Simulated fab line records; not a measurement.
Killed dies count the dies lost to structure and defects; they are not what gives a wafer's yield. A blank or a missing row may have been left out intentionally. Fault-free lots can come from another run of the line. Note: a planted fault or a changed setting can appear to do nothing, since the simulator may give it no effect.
fab line records :: flow sky130
record
  lots=5
  wafers=15
  lastDay=51
route steps=708 shown VT_ADJUST_HVTP@94 VT_ADJUST_LVTN@97 VT_ADJUST_NCORE@119
lots that met no fault: taken from a fault-free run of the same line
startH: start of the lot's first displayed wafer, in hours after the record's first day :: waitH: how many hours have passed since the lot's step before this one :: " same as the row above :: L1.1+2: a row that stands for several wafers :: - no value, or no start given :: * or withheld: withheld :: < > ~ a bound
route shown NAME@n: a module of which the file shows steps, and the number in the route of the first :: usual: average and standard deviation across the fault-free wafers :: same: alike in all rows :: chamber/n: place in a boat :: sites: readings site by site :: _std_site: the standard deviation of these :: _edge_site: outer sites' mean less inner sites' :: radiusMm: for every site, how far away it sits from the centre of the wafer :: mask NAME#n: copy n :: behind: the most recent tool/chamber to have shaped the wafer :: hold: the reason the lot was held/the length of the hold in hours/how it ended :: device: transistor that didn't switch, given as n, p or np :: end of line: the tests these same wafers got at the end of their route :: for a step that has no rows: nothing shown but its recipe :: killed: at the first sort, the dies lost to defects and structure; wafer yield is something else :: map: shows each die of a wafer: x if killed, . if not, _ if none is there
set.NAME: the setting as run; set.NAME@STEP: as run at that earlier step :: model.NAME: the simulator's own value behind a step, which no gauge read
lots at selected steps of the route; one table per step, one row per wafer
services: when a tool's chamber went out of use (startH, in hours from the record's first day, below 0 if earlier), for how many hours, and the reason
## steps
# step SKY_VT_ADJUST_HVTP_IMPLANT_09
# recipe
  species=As
  energyKev=150
  doseCm2=4.3e+12
  tiltDeg=withheld
# step SKY_VT_ADJUST_HVTP_STRIP_10
# recipe
  chemistry=O2/N2
  powerW=1400
  pressureMtorr=1500
  platenTempC=withheld
  o2FlowSccm=3000
  n2FlowSccm=300
  overashFraction=0.5
# usual
  drypumpMotorCurrentA=5.5/0.54
  oesProductAu=0.716/0.0041
  stripTimeToEndpointS=14.18/0.04
lot.wafer: L467.1
tool: plasmaAsher-02
chamber: 0
startH: 149.94
waitH: 0.1
drypumpMotorCurrentA: 5.1
oesProductAu: 0.713
rfHoursCounterH: 3
stripTimeToEndpointS: 14.20

lot.wafer: L467.2
tool: plasmaAsher-02
chamber: 1
startH: 149.94
waitH: 0.1
drypumpMotorCurrentA: 5.6
oesProductAu: 0.717
rfHoursCounterH: 3
stripTimeToEndpointS: 14.19

lot.wafer: L467.6
tool: plasmaAsher-02
chamber: 1
startH: 149.94
waitH: 0.1
drypumpMotorCurrentA: 5.6
oesProductAu: 0.714
rfHoursCounterH: -
stripTimeToEndpointS: 14.23

lot.wafer: L475.3
tool: plasmaAsher-04
chamber: 1
startH: 191.38
waitH: 0.1
drypumpMotorCurrentA: 4.9
oesProductAu: 0.716
rfHoursCounterH: -
stripTimeToEndpointS: 14.19

lot.wafer: L475.4
tool: plasmaAsher-04
chamber: 0
startH: 191.38
waitH: 0.1
drypumpMotorCurrentA: 5.2
oesProductAu: 0.714
rfHoursCounterH: -
stripTimeToEndpointS: 14.14

lot.wafer: L475.6
tool: plasmaAsher-04
chamber: 1
startH: 191.38
waitH: 0.1
drypumpMotorCurrentA: 4.9
oesProductAu: 0.719
rfHoursCounterH: -
stripTimeToEndpointS: 14.16

lot.wafer: L483.4
tool: plasmaAsher-03
chamber: 0
startH: 262.78
waitH: 0.1
drypumpMotorCurrentA: 6.3
oesProductAu: 0.716
rfHoursCounterH: -
stripTimeToEndpointS: 14.18

lot.wafer: L483.5
tool: plasmaAsher-03
chamber: 0
startH: 262.78
waitH: 0.1
drypumpMotorCurrentA: 6.3
oesProductAu: 0.714
rfHoursCounterH: -
stripTimeToEndpointS: 14.16

lot.wafer: L483.6
tool: plasmaAsher-03
chamber: 1
startH: 262.78
waitH: 0.1
drypumpMotorCurrentA: 5.8
oesProductAu: 0.719
rfHoursCounterH: -
stripTimeToEndpointS: 14.20

lot.wafer: L485.1
tool: plasmaAsher-04
chamber: 0
startH: 267.64
waitH: 0.1
drypumpMotorCurrentA: 5.2
oesProductAu: 0.716
rfHoursCounterH: 58
stripTimeToEndpointS: 14.24

lot.wafer: L485.2
tool: plasmaAsher-04
chamber: 1
startH: 267.64
waitH: 0.1
drypumpMotorCurrentA: 4.9
oesProductAu: 0.713
rfHoursCounterH: 58
stripTimeToEndpointS: 14.21

lot.wafer: L485.3
tool: plasmaAsher-04
chamber: 1
startH: 267.64
waitH: 0.1
drypumpMotorCurrentA: 4.9
oesProductAu: 0.714
rfHoursCounterH: -
stripTimeToEndpointS: 14.20

lot.wafer: L487.1
tool: plasmaAsher-02
chamber: 0
startH: 274.28
waitH: 0.1
drypumpMotorCurrentA: 5.1
oesProductAu: 0.714
rfHoursCounterH: 15
stripTimeToEndpointS: 14.16

lot.wafer: L487.3
tool: plasmaAsher-02
chamber: 0
startH: 274.28
waitH: 0.1
drypumpMotorCurrentA: 5.1
oesProductAu: 0.722
rfHoursCounterH: -
stripTimeToEndpointS: 14.14

lot.wafer: L487.6
tool: plasmaAsher-02
chamber: 0
startH: 274.28
waitH: 0.1
drypumpMotorCurrentA: 5.1
oesProductAu: 0.711
rfHoursCounterH: -
stripTimeToEndpointS: 14.20
# step SKY_VT_ADJUST_HVTP_TW_MEAS_11
# usual
  VT_ADJUST_HVTP_TW=1352/8.9
lot.wafer: L467.1
tool: filmMetro-04
chamber: -
startH: 150.04
waitH: 0.1
VT_ADJUST_HVTP_TW: 1358

lot.wafer: L467.2
tool: filmMetro-04
chamber: -
startH: 150.04
waitH: 0.1
VT_ADJUST_HVTP_TW: 1355

lot.wafer: L467.6
tool: filmMetro-04
chamber: -
startH: 150.04
waitH: 0.1
VT_ADJUST_HVTP_TW: 1361

lot.wafer: L475.3
tool: filmMetro-02
chamber: -
startH: 191.46
waitH: 0.1
VT_ADJUST_HVTP_TW: 1345

lot.wafer: L475.4
tool: filmMetro-02
chamber: -
startH: 191.46
waitH: 0.1
VT_ADJUST_HVTP_TW: 1343

lot.wafer: L475.6
tool: filmMetro-02
chamber: -
startH: 191.46
waitH: 0.1
VT_ADJUST_HVTP_TW: 1343

lot.wafer: L483.4
tool: filmMetro-04
chamber: -
startH: 262.88
waitH: 0.1
VT_ADJUST_HVTP_TW: 1371

lot.wafer: L483.5
tool: filmMetro-04
chamber: -
startH: 262.88
waitH: 0.1
VT_ADJUST_HVTP_TW: 1372

lot.wafer: L483.6
tool: filmMetro-04
chamber: -
startH: 262.88
waitH: 0.1
VT_ADJUST_HVTP_TW: 1363

lot.wafer: L485.1
tool: filmMetro-02
chamber: -
startH: 267.74
waitH: 0.1
VT_ADJUST_HVTP_TW: 1337

lot.wafer: L485.2
tool: filmMetro-02
chamber: -
startH: 267.74
waitH: 0.1
VT_ADJUST_HVTP_TW: 1339

lot.wafer: L485.3
tool: filmMetro-02
chamber: -
startH: 267.74
waitH: 0.1
VT_ADJUST_HVTP_TW: 1339

lot.wafer: L487.1
tool: filmMetro-02
chamber: -
startH: 274.38
waitH: 0.1
VT_ADJUST_HVTP_TW: 1348

lot.wafer: L487.3
tool: filmMetro-02
chamber: -
startH: 274.38
waitH: 0.1
VT_ADJUST_HVTP_TW: 1343

lot.wafer: L487.6
tool: filmMetro-02
chamber: -
startH: 274.38
waitH: 0.1
VT_ADJUST_HVTP_TW: 1338
# step SKY_VT_ADJUST_LVTN_DEHYDRATE_00
# recipe
  tempC=200
  timeS=60
# step SKY_VT_ADJUST_LVTN_HMDS_01
# recipe
  primeTimeS=60
  primeTempC=120
# step SKY_VT_ADJUST_LVTN_COAT_02
# recipe
  spinRpm=2000
  resistThkNm=3000
# step SKY_VT_ADJUST_LVTN_SOFTBAKE_03
# recipe
  tempC=110
  timeS=withheld
# step SKY_VT_ADJUST_LVTN_EXPOSE_04
# recipe
  maskId=NWM_COMPLEMENT_LESS_NATIVE
  na=0.6
  sourceShape=conventional
  sigmaOuter=0.6
  polarization=unpolarized
  targetCdNm=840
  doseMj=194
# step SKY_VT_ADJUST_LVTN_PEB_05
# recipe
  tempC=115
  timeS=withheld
# step SKY_VT_ADJUST_LVTN_DEVELOP_06
# recipe
  wallAngleDeg=90
  developer=TMAH
  developTimeS=60
  devTempC=23
# step SKY_VT_ADJUST_LVTN_OVL_MEAS_07
# usual
  VT_ADJUST_LVTN_OVL=-0.8/1.2
lot.wafer: L467.1
tool: overlay-02
chamber: -
startH: 169.95
waitH: -
VT_ADJUST_LVTN_OVL[nm]: -1.9

lot.wafer: L467.2
tool: overlay-02
chamber: -
startH: 169.95
waitH: -
VT_ADJUST_LVTN_OVL[nm]: -1.1

lot.wafer: L467.6
tool: overlay-02
chamber: -
startH: 169.95
waitH: -
VT_ADJUST_LVTN_OVL[nm]: -2.7

lot.wafer: L475.3
tool: overlay-01
chamber: -
startH: 213.10
waitH: -
VT_ADJUST_LVTN_OVL[nm]: 0.0

lot.wafer: L475.4
tool: overlay-01
chamber: -
startH: 213.10
waitH: -
VT_ADJUST_LVTN_OVL[nm]: -0.8

lot.wafer: L475.6
tool: overlay-01
chamber: -
startH: 213.10
waitH: -
VT_ADJUST_LVTN_OVL[nm]: 0.3

lot.wafer: L483.4
tool: overlay-02
chamber: -
startH: 287.30
waitH: -
VT_ADJUST_LVTN_OVL[nm]: -1.4

lot.wafer: L483.5
tool: overlay-02
chamber: -
startH: 287.30
waitH: -
VT_ADJUST_LVTN_OVL[nm]: -1.9

lot.wafer: L483.6
tool: overlay-02
chamber: -
startH: 287.30
waitH: -
VT_ADJUST_LVTN_OVL[nm]: -1.6

lot.wafer: L485.1
tool: overlay-02
chamber: -
startH: 291.87
waitH: -
VT_ADJUST_LVTN_OVL[nm]: -3.3

lot.wafer: L485.2
tool: overlay-02
chamber: -
startH: 291.87
waitH: -
VT_ADJUST_LVTN_OVL[nm]: -2.2

lot.wafer: L485.3
tool: overlay-02
chamber: -
startH: 291.87
waitH: -
VT_ADJUST_LVTN_OVL[nm]: -0.8

lot.wafer: L487.1
tool: overlay-02
chamber: -
startH: 299.85
waitH: -
VT_ADJUST_LVTN_OVL[nm]: -2.1

lot.wafer: L487.3
tool: overlay-02
chamber: -
startH: 299.85
waitH: -
VT_ADJUST_LVTN_OVL[nm]: -2.0

lot.wafer: L487.6
tool: overlay-02
chamber: -
startH: 299.85
waitH: -
VT_ADJUST_LVTN_OVL[nm]: -2.2
# step SKY_VT_ADJUST_LVTN_IMPLANT_08
# recipe
  species=B
  energyKev=30
  doseCm2=1.57e+12
  tiltDeg=withheld
# step SKY_VT_ADJUST_LVTN_STRIP_09
# recipe
  chemistry=O2/N2
  powerW=1400
  pressureMtorr=1500
  platenTempC=withheld
  o2FlowSccm=3000
  n2FlowSccm=300
  overashFraction=0.5
# usual
  drypumpMotorCurrentA=5.2/0.33
  oesProductAu=0.722/0.0042
  stripTimeToEndpointS=36.90/0.095
lot.wafer: L467.1
tool: plasmaAsher-02
chamber: 0
startH: 170.14
waitH: 0.1
drypumpMotorCurrentA: 5.1
oesProductAu: 0.729
rfHoursCounterH: 5
stripTimeToEndpointS: 36.90
model.coat_of_VT_ADJUST_LVTN_COAT_02.thkNm: 0

lot.wafer: L467.2
tool: plasmaAsher-02
chamber: 1
startH: 170.14
waitH: 0.1
drypumpMotorCurrentA: 5.6
oesProductAu: 0.720
rfHoursCounterH: 5
stripTimeToEndpointS: 36.92
model.coat_of_VT_ADJUST_LVTN_COAT_02.thkNm: 0

lot.wafer: L467.6
tool: plasmaAsher-02
chamber: 1
startH: 170.14
waitH: 0.1
drypumpMotorCurrentA: 5.6
oesProductAu: 0.723
rfHoursCounterH: -
stripTimeToEndpointS: 36.93
model.coat_of_VT_ADJUST_LVTN_COAT_02.thkNm: 0

lot.wafer: L475.3
tool: plasmaAsher-04
chamber: 1
startH: 213.31
waitH: 0.1
drypumpMotorCurrentA: 4.9
oesProductAu: 0.905
rfHoursCounterH: -
stripTimeToEndpointS: -
model.coat_of_VT_ADJUST_LVTN_COAT_02.thkNm: 1964

lot.wafer: L475.4
tool: plasmaAsher-04
chamber: 0
startH: 213.31
waitH: 0.1
drypumpMotorCurrentA: 5.2
oesProductAu: 0.905
rfHoursCounterH: -
stripTimeToEndpointS: -
model.coat_of_VT_ADJUST_LVTN_COAT_02.thkNm: 1955

lot.wafer: L475.6
tool: plasmaAsher-04
chamber: 1
startH: 213.31
waitH: 0.1
drypumpMotorCurrentA: 4.9
oesProductAu: 0.916
rfHoursCounterH: -
stripTimeToEndpointS: -
model.coat_of_VT_ADJUST_LVTN_COAT_02.thkNm: 1962

lot.wafer: L483.4
tool: plasmaAsher-04
chamber: 1
startH: 287.50
waitH: 0.1
drypumpMotorCurrentA: 4.9
oesProductAu: 0.726
rfHoursCounterH: -
stripTimeToEndpointS: 36.88
model.coat_of_VT_ADJUST_LVTN_COAT_02.thkNm: 0

lot.wafer: L483.5
tool: plasmaAsher-04
chamber: 0
startH: 287.50
waitH: 0.1
drypumpMotorCurrentA: 5.2
oesProductAu: 0.722
rfHoursCounterH: -
stripTimeToEndpointS: 36.91
model.coat_of_VT_ADJUST_LVTN_COAT_02.thkNm: 0

lot.wafer: L483.6
tool: plasmaAsher-04
chamber: 1
startH: 287.50
waitH: 0.1
drypumpMotorCurrentA: 4.9
oesProductAu: 0.722
rfHoursCounterH: -
stripTimeToEndpointS: 36.96
model.coat_of_VT_ADJUST_LVTN_COAT_02.thkNm: 0

lot.wafer: L485.1
tool: plasmaAsher-01
chamber: 1
startH: 292.06
waitH: 0.1
drypumpMotorCurrentA: 4.9
oesProductAu: 0.713
rfHoursCounterH: 50
stripTimeToEndpointS: 37.03
model.coat_of_VT_ADJUST_LVTN_COAT_02.thkNm: 0

lot.wafer: L485.2
tool: plasmaAsher-01
chamber: 0
startH: 292.06
waitH: 0.1
drypumpMotorCurrentA: 5.7
oesProductAu: 0.724
rfHoursCounterH: 50
stripTimeToEndpointS: 37.01
model.coat_of_VT_ADJUST_LVTN_COAT_02.thkNm: 0

lot.wafer: L485.3
tool: plasmaAsher-01
chamber: 1
startH: 292.06
waitH: 0.1
drypumpMotorCurrentA: 4.9
oesProductAu: 0.722
rfHoursCounterH: -
stripTimeToEndpointS: 37.09
model.coat_of_VT_ADJUST_LVTN_COAT_02.thkNm: 0

lot.wafer: L487.1
tool: plasmaAsher-01
chamber: 1
startH: 300.04
waitH: 0.1
drypumpMotorCurrentA: 4.8
oesProductAu: 0.728
rfHoursCounterH: 50
stripTimeToEndpointS: 36.81
model.coat_of_VT_ADJUST_LVTN_COAT_02.thkNm: 0

lot.wafer: L487.3
tool: plasmaAsher-01
chamber: 1
startH: 300.04
waitH: 0.1
drypumpMotorCurrentA: 4.8
oesProductAu: 0.722
rfHoursCounterH: -
stripTimeToEndpointS: 36.81
model.coat_of_VT_ADJUST_LVTN_COAT_02.thkNm: 0

lot.wafer: L487.6
tool: plasmaAsher-01
chamber: 1
startH: 300.04
waitH: 0.1
drypumpMotorCurrentA: 4.8
oesProductAu: 0.722
rfHoursCounterH: -
stripTimeToEndpointS: 36.70
model.coat_of_VT_ADJUST_LVTN_COAT_02.thkNm: 0
# step SKY_VT_ADJUST_LVTN_TW_MEAS_10
# usual
  VT_ADJUST_LVTN_TW=241.8/1.6
lot.wafer: L467.1
tool: filmMetro-01
chamber: -
startH: 170.24
waitH: 0.1
VT_ADJUST_LVTN_TW: 239.9

lot.wafer: L467.2
tool: filmMetro-01
chamber: -
startH: 170.24
waitH: 0.1
VT_ADJUST_LVTN_TW: 240.3

lot.wafer: L467.6
tool: filmMetro-01
chamber: -
startH: 170.24
waitH: 0.1
VT_ADJUST_LVTN_TW: 240.1

lot.wafer: L475.3
tool: filmMetro-04
chamber: -
startH: 213.39
waitH: 0.1
VT_ADJUST_LVTN_TW: 244.3

lot.wafer: L475.4
tool: filmMetro-04
chamber: -
startH: 213.39
waitH: 0.1
VT_ADJUST_LVTN_TW: 242.9

lot.wafer: L475.6
tool: filmMetro-04
chamber: -
startH: 213.39
waitH: 0.1
VT_ADJUST_LVTN_TW: 242.6

lot.wafer: L483.4
tool: filmMetro-04
chamber: -
startH: 287.60
waitH: 0.1
VT_ADJUST_LVTN_TW: 238.6

lot.wafer: L483.5
tool: filmMetro-04
chamber: -
startH: 287.60
waitH: 0.1
VT_ADJUST_LVTN_TW: 240.0

lot.wafer: L483.6
tool: filmMetro-04
chamber: -
startH: 287.60
waitH: 0.1
VT_ADJUST_LVTN_TW: 240.8

lot.wafer: L485.1
tool: filmMetro-04
chamber: -
startH: 292.16
waitH: 0.1
VT_ADJUST_LVTN_TW: 243.6

lot.wafer: L485.2
tool: filmMetro-04
chamber: -
startH: 292.16
waitH: 0.1
VT_ADJUST_LVTN_TW: 243.0

lot.wafer: L485.3
tool: filmMetro-04
chamber: -
startH: 292.16
waitH: 0.1
VT_ADJUST_LVTN_TW: 243.2

lot.wafer: L487.1
tool: filmMetro-04
chamber: -
startH: 300.14
waitH: 0.1
VT_ADJUST_LVTN_TW: 243.4

lot.wafer: L487.3
tool: filmMetro-04
chamber: -
startH: 300.14
waitH: 0.1
VT_ADJUST_LVTN_TW: 241.8

lot.wafer: L487.6
tool: filmMetro-04
chamber: -
startH: 300.14
waitH: 0.1
VT_ADJUST_LVTN_TW: 242.9
# step SKY_VT_ADJUST_LVTN_DEHYDRATE_11
# recipe
  tempC=200
  timeS=60
# step SKY_VT_ADJUST_LVTN_HMDS_12
# recipe
  primeTimeS=60
  primeTempC=120
# step SKY_VT_ADJUST_LVTN_COAT_13
# recipe
  resist=NOVOLAK
  spinRpm=3000
  resistThkNm=1140
# step SKY_VT_ADJUST_LVTN_SOFTBAKE_14
# recipe
  tempC=90
  timeS=60
  resist=NOVOLAK
# step SKY_VT_ADJUST_LVTN_EXPOSE_15
# recipe
  maskId=HVN_STD_DERIVED
  na=0.6
  sourceShape=conventional
  sigmaOuter=0.6
  polarization=unpolarized
  targetCdNm=600
  doseMj=163
# step SKY_VT_ADJUST_LVTN_PEB_16
# recipe
  tempC=withheld
  timeS=*
  resist=NOVOLAK
# step SKY_VT_ADJUST_LVTN_DEVELOP_17
# recipe
  resist=NOVOLAK
  developer=TMAH
  developTimeS=60
  devTempC=23
# step SKY_VT_ADJUST_LVTN_OVL_MEAS_18
# usual
  VT_ADJUST_LVTN_01_OVL=0.8/1.6
lot.wafer: L467.1
tool: overlay-01
chamber: -
startH: 191.34
waitH: 0.1
VT_ADJUST_LVTN_01_OVL[nm]: 1.2

lot.wafer: L467.2
tool: overlay-01
chamber: -
startH: 191.34
waitH: 0.1
VT_ADJUST_LVTN_01_OVL[nm]: 1.0

lot.wafer: L467.6
tool: overlay-01
chamber: -
startH: 191.34
waitH: 0.1
VT_ADJUST_LVTN_01_OVL[nm]: 0.8

lot.wafer: L475.3
tool: overlay-01
chamber: -
startH: 235.83
waitH: 0.1
VT_ADJUST_LVTN_01_OVL[nm]: 2.6

lot.wafer: L475.4
tool: overlay-01
chamber: -
startH: 235.83
waitH: 0.1
VT_ADJUST_LVTN_01_OVL[nm]: 2.2

lot.wafer: L475.6
tool: overlay-01
chamber: -
startH: 235.83
waitH: 0.1
VT_ADJUST_LVTN_01_OVL[nm]: -2.1

lot.wafer: L483.4
tool: overlay-01
chamber: -
startH: 313.69
waitH: 0.1
VT_ADJUST_LVTN_01_OVL[nm]: 0.3

lot.wafer: L483.5
tool: overlay-01
chamber: -
startH: 313.69
waitH: 0.1
VT_ADJUST_LVTN_01_OVL[nm]: 0.5

lot.wafer: L483.6
tool: overlay-01
chamber: -
startH: 313.69
waitH: 0.1
VT_ADJUST_LVTN_01_OVL[nm]: 0.9

lot.wafer: L485.1
tool: overlay-01
chamber: -
startH: 317.35
waitH: 0.1
VT_ADJUST_LVTN_01_OVL[nm]: 2.5

lot.wafer: L485.2
tool: overlay-01
chamber: -
startH: 317.35
waitH: 0.1
VT_ADJUST_LVTN_01_OVL[nm]: 0.8

lot.wafer: L485.3
tool: overlay-01
chamber: -
startH: 317.35
waitH: 0.1
VT_ADJUST_LVTN_01_OVL[nm]: 2.3

lot.wafer: L487.1
tool: overlay-02
chamber: -
startH: 326.99
waitH: 0.1
VT_ADJUST_LVTN_01_OVL[nm]: -0.4

lot.wafer: L487.3
tool: overlay-02
chamber: -
startH: 326.99
waitH: 0.1
VT_ADJUST_LVTN_01_OVL[nm]: -2.5

lot.wafer: L487.6
tool: overlay-02
chamber: -
startH: 326.99
waitH: 0.1
VT_ADJUST_LVTN_01_OVL[nm]: 0.2
# step SKY_VT_ADJUST_LVTN_IMPLANT_19
# recipe
  species=B
  energyKev=30
  doseCm2=6.5e+11
  tiltDeg=withheld
# step SKY_VT_ADJUST_LVTN_STRIP_20
# recipe
  chemistry=O2/N2
  powerW=1400
  pressureMtorr=1500
  platenTempC=withheld
  o2FlowSccm=3000
  n2FlowSccm=300
  overashFraction=0.5
# usual
  drypumpMotorCurrentA=5.2/0.32
  oesProductAu=0.716/0.0047
  stripTimeToEndpointS=14.17/0.046
lot.wafer: L467.1
tool: plasmaAsher-01
chamber: 0
startH: 191.52
waitH: 0.1
drypumpMotorCurrentA: 5.7
oesProductAu: 0.715
rfHoursCounterH: 39
stripTimeToEndpointS: 14.21

lot.wafer: L467.2
tool: plasmaAsher-01
chamber: 1
startH: 191.52
waitH: 0.1
drypumpMotorCurrentA: 4.8
oesProductAu: 0.714
rfHoursCounterH: 39
stripTimeToEndpointS: 14.20

lot.wafer: L467.6
tool: plasmaAsher-01
chamber: 1
startH: 191.52
waitH: 0.1
drypumpMotorCurrentA: 4.8
oesProductAu: 0.720
rfHoursCounterH: -
stripTimeToEndpointS: 14.26

lot.wafer: L475.3
tool: plasmaAsher-04
chamber: 0
startH: 236.18
waitH: 0.1
drypumpMotorCurrentA: 5.2
oesProductAu: 0.726
rfHoursCounterH: -
stripTimeToEndpointS: 43.45

lot.wafer: L475.4
tool: plasmaAsher-04
chamber: 1
startH: 236.18
waitH: 0.1
drypumpMotorCurrentA: 4.9
oesProductAu: 0.723
rfHoursCounterH: -
stripTimeToEndpointS: 43.30

lot.wafer: L475.6
tool: plasmaAsher-04
chamber: 1
startH: 236.18
waitH: 0.1
drypumpMotorCurrentA: 4.9
oesProductAu: 0.732
rfHoursCounterH: -
stripTimeToEndpointS: 43.40

lot.wafer: L483.4
tool: plasmaAsher-01
chamber: 0
startH: 313.89
waitH: 0.1
drypumpMotorCurrentA: 5.7
oesProductAu: 0.717
rfHoursCounterH: -
stripTimeToEndpointS: 14.18

lot.wafer: L483.5
tool: plasmaAsher-01
chamber: 0
startH: 313.89
waitH: 0.1
drypumpMotorCurrentA: 5.7
oesProductAu: 0.715
rfHoursCounterH: -
stripTimeToEndpointS: 14.18

lot.wafer: L483.6
tool: plasmaAsher-01
chamber: 1
startH: 313.89
waitH: 0.1
drypumpMotorCurrentA: 4.8
oesProductAu: 0.707
rfHoursCounterH: -
stripTimeToEndpointS: 14.17

lot.wafer: L485.1
tool: plasmaAsher-02
chamber: 0
startH: 317.54
waitH: 0.1
drypumpMotorCurrentA: 5.1
oesProductAu: 0.709
rfHoursCounterH: 20
stripTimeToEndpointS: 14.25

lot.wafer: L485.2
tool: plasmaAsher-02
chamber: 1
startH: 317.54
waitH: 0.1
drypumpMotorCurrentA: 5.6
oesProductAu: 0.718
rfHoursCounterH: 20
stripTimeToEndpointS: 14.24

lot.wafer: L485.3
tool: plasmaAsher-02
chamber: 0
startH: 317.54
waitH: 0.1
drypumpMotorCurrentA: 5.1
oesProductAu: 0.719
rfHoursCounterH: -
stripTimeToEndpointS: 14.27

lot.wafer: L487.1
tool: plasmaAsher-01
chamber: 0
startH: 327.17
waitH: 0.1
drypumpMotorCurrentA: 5.7
oesProductAu: 0.710
rfHoursCounterH: 53
stripTimeToEndpointS: 14.17

lot.wafer: L487.3
tool: plasmaAsher-01
chamber: 1
startH: 327.17
waitH: 0.1
drypumpMotorCurrentA: 4.8
oesProductAu: 0.714
rfHoursCounterH: -
stripTimeToEndpointS: 14.12

lot.wafer: L487.6
tool: plasmaAsher-01
chamber: 0
startH: 327.17
waitH: 0.1
drypumpMotorCurrentA: 5.7
oesProductAu: 0.715
rfHoursCounterH: -
stripTimeToEndpointS: 14.08
# step SKY_VT_ADJUST_LVTN_TW_MEAS_21
# usual
  VT_ADJUST_LVTN_2_TW=188.5/0.96
lot.wafer: L467.1
tool: filmMetro-04
chamber: -
startH: 191.62
waitH: 0.1
VT_ADJUST_LVTN_2_TW: 188.6

lot.wafer: L467.2
tool: filmMetro-04
chamber: -
startH: 191.62
waitH: 0.1
VT_ADJUST_LVTN_2_TW: 187.9

lot.wafer: L467.6
tool: filmMetro-04
chamber: -
startH: 191.62
waitH: 0.1
VT_ADJUST_LVTN_2_TW: 189.0

lot.wafer: L475.3
tool: filmMetro-04
chamber: -
startH: 236.26
waitH: 0.1
VT_ADJUST_LVTN_2_TW: 29.9

lot.wafer: L475.4
tool: filmMetro-04
chamber: -
startH: 236.26
waitH: 0.1
VT_ADJUST_LVTN_2_TW: 30.1

lot.wafer: L475.6
tool: filmMetro-04
chamber: -
startH: 236.26
waitH: 0.1
VT_ADJUST_LVTN_2_TW: 30.3

lot.wafer: L483.4
tool: filmMetro-01
chamber: -
startH: 313.99
waitH: 0.1
VT_ADJUST_LVTN_2_TW: 187.5

lot.wafer: L483.5
tool: filmMetro-01
chamber: -
startH: 313.99
waitH: 0.1
VT_ADJUST_LVTN_2_TW: 187.7

lot.wafer: L483.6
tool: filmMetro-01
chamber: -
startH: 313.99
waitH: 0.1
VT_ADJUST_LVTN_2_TW: 186.6

lot.wafer: L485.1
tool: filmMetro-04
chamber: -
startH: 317.64
waitH: 0.1
VT_ADJUST_LVTN_2_TW: 189.4

lot.wafer: L485.2
tool: filmMetro-04
chamber: -
startH: 317.64
waitH: 0.1
VT_ADJUST_LVTN_2_TW: 189.1

lot.wafer: L485.3
tool: filmMetro-04
chamber: -
startH: 317.64
waitH: 0.1
VT_ADJUST_LVTN_2_TW: 188.1

lot.wafer: L487.1
tool: filmMetro-03
chamber: -
startH: 327.27
waitH: 0.1
VT_ADJUST_LVTN_2_TW: 189.6

lot.wafer: L487.3
tool: filmMetro-03
chamber: -
startH: 327.27
waitH: 0.1
VT_ADJUST_LVTN_2_TW: 188.8

lot.wafer: L487.6
tool: filmMetro-03
chamber: -
startH: 327.27
waitH: 0.1
VT_ADJUST_LVTN_2_TW: 188.5
# step SKY_VT_ADJUST_NCORE_DEHYDRATE_00
# recipe
  tempC=200
  timeS=60
## services
tool: plasmaAsher-02
chamber: -
startH: 143.17
hours: 2.8
kind: pm

tool: plasmaAsher-02
chamber: -
startH: 150.65
hours: 0.6
kind: repair

tool: plasmaAsher-04
chamber: -
startH: 154.32
hours: 3.3
kind: repair

tool: plasmaAsher-04
chamber: -
startH: 231.91
hours: 2.8
kind: repair

tool: plasmaAsher-03
chamber: -
startH: 232.14
hours: 2.8
kind: pm

tool: plasmaAsher-04
chamber: -
startH: 255.43
hours: 2.8
kind: repair

tool: plasmaAsher-03
chamber: -
startH: 285.02
hours: 1.4
kind: repair

tool: plasmaAsher-04
chamber: -
startH: 311.42
hours: 5.7
kind: repair

tool: plasmaAsher-02
chamber: -
startH: 318.74
hours: 1.2
kind: repair
## key
firstSign
  step=SKY_VT_ADJUST_LVTN_STRIP_09
  reading=oesProductAu
  direction=up
  sigmas=45
  usual=0.722
  struck=0.909
effect
  step=SKY_VT_ADJUST_LVTN_STRIP_20
  reading=stripTimeToEndpointS
  direction=up
  sigmas=99+
  usual=*
  struck=*
effect
  step=SKY_VT_ADJUST_LVTN_TW_MEAS_21
  reading=VT_ADJUST_LVTN_2_TW
  direction=down
  sigmas=99+
  usual=188.5
  struck=30.1
modelEffect
  step=SKY_VT_ADJUST_LVTN_STRIP_09
  value=coat_of_VT_ADJUST_LVTN_COAT_02.thkNm
  without=0
  struck=1960
metAt SKY_VT_ADJUST_LVTN_STRIP_09
struckWafers L475.3,L475.4,L475.6
sortLeftOut L475.3,L475.4,L475.6
testerLeftOut L475
fault
  kind=stripAborted
  tool=plasmaAsher-04
  chamber=-
  onsetH=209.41
  steps=SKY_VT_ADJUST_LVTN_STRIP_09
  offset=0.86011
  endH=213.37
# testerLeftOut: of these lots the tester's yield and bins aren't shown, on N5 and GAA mostly nor the transistor test; their killed dies are dies lost to structure and defects alone, not to doping, threshold or leakage, so they don't give the yield
# sortLeftOut: the simulated sort isn't trusted on such a fault, so these wafers' sort isn't shown, and their yield isn't known
